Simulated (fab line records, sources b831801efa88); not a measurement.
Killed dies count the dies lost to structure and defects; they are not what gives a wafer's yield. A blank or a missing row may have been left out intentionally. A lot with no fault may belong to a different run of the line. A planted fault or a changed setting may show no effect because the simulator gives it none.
Which of the tools did it? + flow sky130 + 14 lots with 42 wafers sampled at 4 steps, on a route of 708 steps

WHAT THE GAUGES SHOWED, per wafer
SKY_FIELD_ISO_THK_MEAS_23. Usual: FIELD_ISO_OXIDATION_01_THK typically reads 10.14 nm, with standard deviation 0.18.
| lot  | measured    | on            | FIELD_ISO_OXIDATION_01_THK (nm) | flag |
|------|-------------|---------------|---------------------------------|------|
| L920 | day 2 09:10 | film-metro-03 | 9.96 9.91 9.80                  |      |
| L921 | day 2 14:49 | film-metro-01 | 9.77 10.16 10.02                |      |
| L922 | day 2 18:29 | film-metro-01 | 10.16 10.18 9.98                |      |
| L923 | day 2 23:50 | film-metro-03 | 10.30 10.36 10.33               |      |
| L925 | day 3 11:13 | film-metro-04 | 9.87 10.05 10.21                |      |
| L929 | day 4 08:08 | film-metro-04 | 10.16 10.08 10.20               |      |
| L930 | day 4 12:12 | film-metro-01 | 10.22 10.40 10.29               |      |
| L933 | day 5 01:49 | film-metro-03 | 10.01 10.10 9.91                |      |
| L934 | day 5 08:28 | film-metro-04 | 10.24 10.30 10.36               |      |
| L939 | day 6 11:07 | film-metro-04 | 10.57 10.46 10.42               |      |
| L940 | day 6 17:50 | film-metro-03 | 10.22 10.16 10.30               |      |
| L941 | day 6 21:35 | film-metro-03 | 10.23 10.17 10.06               |      |
| L942 | day 7 01:46 | film-metro-03 | 10.20 10.12 10.10               |      |
| L943 | day 7 06:05 | film-metro-04 | 10.15 10.22 10.21               |      |

SKY_VIA1_RS_MEAS_22: measurement is done with a four-point probe. Usual: VIA1_W_RS typically reads 0.425 ohm/sq, with standard deviation 0.0043.
| lot  | measured     | on            | VIA1_W_RS (ohm/sq) | flag |
|------|--------------|---------------|--------------------|------|
| L920 | day 34 04:31 | film-metro-01 | 0.426 0.435 0.426  |      |
| L921 | day 34 11:14 | film-metro-02 | 0.431 0.425 0.422  |      |
| L922 | day 34 17:46 | film-metro-01 | 0.423 0.419 0.421  |      |
| L923 | day 34 22:59 | film-metro-02 | 0.423 0.421 0.421  |      |
| L925 | day 35 16:25 | film-metro-01 | 0.419 0.419 0.420  |      |
| L929 | day 37 08:07 | film-metro-01 | 0.428 0.430 0.423  |      |
| L930 | day 37 08:34 | film-metro-02 | 0.423 0.425 0.426  |      |
| L933 | day 38 01:08 | film-metro-04 | 0.426 0.430 0.425  |      |
| L934 | day 38 19:26 | film-metro-04 | 0.421 0.424 0.423  |      |
| L939 | day 39 23:08 | film-metro-04 | 0.423 0.420 0.423  |      |
| L940 | day 40 08:47 | film-metro-02 | 0.429 0.425 0.425  |      |
| L941 | day 40 09:40 | film-metro-04 | 0.425 0.426 0.426  |      |
| L942 | day 40 17:13 | film-metro-04 | 0.425 0.426 0.424  |      |
| L943 | day 40 19:46 | film-metro-04 | 0.427 0.427 0.429  |      |

WHAT TOOL EACH LOT RAN ON (gives the tool, then ch and the chambers of the sampled wafers, and finally the start)
| lot  | SKY_PWDE_EXPOSE_04                 | SKY_VIA1_ETCH_15                   |
|------|------------------------------------|------------------------------------|
| L920 | iline-stepper-02 ch 0, day 3 15:21 | rie-diel-03 ch 2,3, day 34 03:39   |
| L921 | iline-stepper-01 ch 0, day 3 20:24 | rie-diel-03 ch 1,2, day 34 10:23   |
| L922 | iline-stepper-02 ch 0, day 4 01:17 | rie-diel-03 ch 2,3, day 34 16:56   |
| L923 | iline-stepper-01 ch 0, day 4 07:43 | rie-diel-03 ch 1,2,3, day 34 22:08 |
| L925 | iline-stepper-01 ch 0, day 4 16:52 | rie-diel-03 ch 1,2, day 35 15:35   |
| L929 | iline-stepper-02 ch 0, day 5 18:47 | rie-diel-04 ch 0,2, day 37 07:20   |
| L930 | iline-stepper-02 ch 0, day 5 19:22 | rie-diel-02 ch 1,2,3, day 37 07:43 |
| L933 | iline-stepper-01, day 6 09:43      | rie-diel-03 ch 1,2,3, day 38 00:21 |
| L934 | iline-stepper-01, day 6 21:56      | rie-diel-03 ch 1,2,3, day 38 18:39 |
| L939 | iline-stepper-01 ch 0, day 7 21:32 | rie-diel-03 ch 1,2, day 39 22:21   |
| L940 | iline-stepper-02 ch 0, day 8 05:13 | rie-diel-03 ch 2,3, day 40 07:36   |
| L941 | iline-stepper-01 ch 0, day 8 10:05 | rie-diel-04 ch 0,1,2, day 40 08:42 |
| L942 | iline-stepper-01 ch 0, day 8 13:26 | rie-diel-03 ch 1,2, day 40 16:24   |
| L943 | iline-stepper-02 ch 0, day 8 17:00 | rie-diel-02 ch 1,2,3, day 40 18:56 |
- SKY_PWDE_EXPOSE_04: exposes mask PWDEM, target cd 840 nm.
- SKY_VIA1_ETCH_15: etches SiO2 in C4F8/O2/Ar, stops on TiN, target depth 351 nm, time 54 s.

AS READ BY THE TOOLS THEMSELVES (means over the sampled wafers that have a number; for cases with no such wafer, the mark the record gives instead)
SKY_PWDE_EXPOSE_04. Usual: exposure-dose-mJ-cm2 214.03, standard deviation 0.21; focus-offset-nm 0.0 nm, standard deviation 0.47; stage-vel-mm-s 499.99 mm/s, standard deviation 0.24.
| lot  | tool             | exposure-dose-mJ-cm2 | focus-offset-nm (nm) | stage-vel-mm-s (mm/s) | flag |
|------|------------------|----------------------|----------------------|-----------------------|------|
| L920 | iline-stepper-02 | 214.13               | -0.2                 | 500.14                |      |
| L921 | iline-stepper-01 | 214.32               | -0.7                 | 499.95                |      |
| L922 | iline-stepper-02 | 214.02               | -0.6                 | 499.83                |      |
| L923 | iline-stepper-01 | 213.74               | 0.2                  | 499.93                |      |
| L925 | iline-stepper-01 | 214.05               | -0.4                 | 500.06                |      |
| L929 | iline-stepper-02 | 213.84               | -0.3                 | 499.87                |      |
| L930 | iline-stepper-02 | 213.92               | 0.3                  | 499.68                |      |
| L933 | iline-stepper-01 | -                    | -                    | -                     | OFF  |
| L934 | iline-stepper-01 | -                    | -                    | -                     | OFF  |
| L939 | iline-stepper-01 | 214.20               | 0.6                  | 500.01                |      |
| L940 | iline-stepper-02 | 213.86               | -0.0                 | 499.94                |      |
| L941 | iline-stepper-01 | 214.10               | -0.1                 | 500.08                |      |
| L942 | iline-stepper-01 | 214.14               | -0.7                 | 500.24                |      |
| L943 | iline-stepper-02 | 213.96               | -0.1                 | 499.75                |      |

SKY_VIA1_ETCH_15. Usual: oes-product-au 0.982 a.u., standard deviation 0.0054.
| lot  | tool        | oes-product-au (a.u.) | flag |
|------|-------------|-----------------------|------|
| L920 | rie-diel-03 | 0.980                 |      |
| L921 | rie-diel-03 | 0.984                 |      |
| L922 | rie-diel-03 | 0.977                 |      |
| L923 | rie-diel-03 | 0.978                 |      |
| L925 | rie-diel-03 | 0.986                 |      |
| L929 | rie-diel-04 | 0.982                 |      |
| L930 | rie-diel-02 | 0.985                 |      |
| L933 | rie-diel-03 | 0.989                 |      |
| L934 | rie-diel-03 | 0.979                 |      |
| L939 | rie-diel-03 | 0.985                 |      |
| L940 | rie-diel-03 | 0.983                 |      |
| L941 | rie-diel-04 | 0.980                 |      |
| L942 | rie-diel-03 | 0.981                 |      |
| L943 | rie-diel-02 | 0.977                 |      |

THE ANSWER, worked out from the rows above alone
Rule: a lot counts as off when the mean over its wafers that have a number is more than 3 standard deviations away from the usual mean. A lot without any number at a reading at which 4 lots or more have one is off too. Any other lot the step has rows for is counted as sound. First the gauges in route order, then the tools' own readings, where a lot's mean is used as printed above. At the first step where some lot is off, the reading lying furthest off is the one used; lots without a number count as furthest.
Off, at SKY_PWDE_EXPOSE_04 on exposure-dose-mJ-cm2: L933, L934. Without a number there: L933, L934.
If a tool, at that step or one of the process steps before it, ran each lot that is off and ran no sound lot following the first of them, it fits. None of those tried fits.

WHAT HAD BEEN PUT IN BY THE SIMULATOR
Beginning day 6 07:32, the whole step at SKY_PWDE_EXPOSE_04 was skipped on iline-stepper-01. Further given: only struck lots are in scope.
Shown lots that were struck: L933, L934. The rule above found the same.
